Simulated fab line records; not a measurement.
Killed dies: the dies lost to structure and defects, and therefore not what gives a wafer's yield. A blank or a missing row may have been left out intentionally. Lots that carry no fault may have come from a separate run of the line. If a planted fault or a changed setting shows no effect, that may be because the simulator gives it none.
Chamber matching ; flow gf180mcu ; rie_diel-04 running GF_V3_ETCH_16: 3 sister chambers
The step etches BARC in N2/H2. 14 wafers are shown with their chamber, then 4 later ones without.

## EACH WAFER AND ITS CHAMBER
wafer;chamber;drypump_motor_current_A (A);oes_product_au (a.u.);throttle_valve_pct (%)
L104.1;1;6.1;0.853;13.236
L104.4;1;6.1;0.852;13.201
L104.5;3;5.2;0.855;13.227
L112.2;3;5.3;0.860;13.223
L112.5;3;5.3;0.852;13.234
L112.6;2;4.9;0.851;13.216
L113.1;1;6.1;0.855;13.224
L113.3;3;5.3;0.855;13.218
L113.5;3;5.3;0.852;13.235
L119.3;3;5.3;0.853;13.226
L119.5;2;4.9;0.854;13.229
L119.6;1;6.1;0.850;13.230
L121.1;2;4.9;0.859;13.228
L121.4;3;5.3;0.851;13.226

SIGNATURES, as means of the wafers listed above
reading;chamber 1;chamber 2;chamber 3;scatter within a chamber
drypump_motor_current_A;6.100;4.900;5.286;0.0279
oes_product_au;0.85250;0.85467;0.85400;0.00304
throttle_valve_pct;13.22275;13.22433;13.22700;0.00963
Rule: for a wafer and a chamber, the distance is found by dividing, reading by reading, the gap between the wafer's reading and the chamber's mean by the reading's scatter, squaring, summing and taking the root. The wafer belongs to the nearest chamber; if the next one is less than 2 further off, it can't be placed. The scatter: take each reading less its chamber's mean, square it, sum over the shown wafers, divide by the number of wafers less the number of chambers, and take the root.

## WAFERS WHOSE CHAMBER IS MISSING
wafer;drypump_motor_current_A (A);oes_product_au (a.u.);throttle_valve_pct (%)
L121.5;4.9;0.859;13.218
L122.6;6.2;0.852;13.231
L123.1;5.3;0.847;13.231
L123.6;5.3;0.858;13.216

## EACH ONE'S CHAMBER
wafer;from the rows above;in truth
L121.5;2;2
L122.6;1;1
L123.1;3;3
L123.6;3;3
Correctly placed: 4 of 4. Not placeable from these rows: 0. 0 placed wrongly.
